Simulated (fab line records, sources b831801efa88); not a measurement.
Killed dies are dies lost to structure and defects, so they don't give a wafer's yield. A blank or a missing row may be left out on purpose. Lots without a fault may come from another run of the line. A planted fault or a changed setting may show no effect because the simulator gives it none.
Problem report in the 8D (eight disciplines) form, filled by code | flow sky130 | the parts of the form that need people (team, actions taken, sign-off) are left out

1. THE PROBLEM
plate_temp_C at SKY_VT_ADJUST_LVTN_SOFTBAKE_03 reads a mean of 96.86 C on 9 wafers of 3 lots; wafers without a fault read 110.00 C with a standard deviation of 0.15. That is -88 standard deviations from the usual mean.
First seen on wafer L102.4, day 9 10:19, on litho_track-04. The record holds 21 wafers of 7 lots with a number at this step. Rule for "out", or "out of limits": more than 4 standard deviations from the usual mean. The other wafers with a number count as sound.

2. WHAT IT IS AND WHAT IT IS NOT
question                    | is                                 | is not
which readings at this step | plate_temp_C, heater_power_total_W | -
which lots                  | L102, L104, L106                   | L111, L113, L114, L994
which wafers of those lots  | all that have a number             | -
read on which tools         | litho_track-04                     | litho_track-03
when                        | from day 9 10:19                   | up to then (3 sound wafers); but 9 sound wafers of L111, L113, L114 came after

3. SUSPECTS, AND WHAT RULES EACH OUT
Counting: a tool at a process step up to the reading stays a suspect if it ran every lot that is out and no sound lot after the first of them.
- litho_track-04 at SKY_VT_ADJUST_LVTN_SOFTBAKE_03: ruled out as a lasting fault. Sound lots L113, L114 ran on it after its first lot that is out, L102 (day 9 10:19).
Left after counting: nothing in the record.

4. THE CAUSE (what the simulator had put in)
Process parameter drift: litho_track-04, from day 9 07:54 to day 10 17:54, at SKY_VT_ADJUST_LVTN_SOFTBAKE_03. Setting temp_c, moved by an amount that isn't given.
Counting ruled it out, wrongly.

5. THE CHAIN OF EFFECTS, in route order
Each row: a reading whose mean over the struck wafers that have a number lies more than 3 standard deviations from the usual. Only readings for which the record gives a usual standard deviation are gone through. hours: the time from each lot's start at the first step in this table that gives one to its start at this step, as a median over the lots. sigmas: the change in usual standard deviations.
hours | step                           | reading                  | usual    | on struck wafers | change | sigmas
0     | SKY_VT_ADJUST_LVTN_SOFTBAKE_03 | heater_power_total_W     | 65.33 W  | 55.01            | -10.32 | -79
0     | SKY_VT_ADJUST_LVTN_SOFTBAKE_03 | plate_temp_C             | 110.00 C | 96.86            | -13.14 | -88
12    | SKY_VT_ADJUST_LVTN_STRIP_09    | strip_time_to_endpoint_s | 36.89 s  | 38.20            | +1.31  | +14
The process steps in it:
- SKY_VT_ADJUST_LVTN_SOFTBAKE_03
- SKY_VT_ADJUST_LVTN_STRIP_09: strips in O2/N2.
Later measuring or inspecting steps at which every struck wafer that the step has a row for has a number for every such reading, and none has moved that far: SKY_VT_ADJUST_LVTN_OVL_MEAS_07, SKY_VT_ADJUST_LVTN_TW_MEAS_10.

6. WHAT WOULD HAVE CAUGHT IT SOONER
In this record the first reading out of limits was taken at day 9 10:19, 2 hours after the fault began at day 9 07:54.
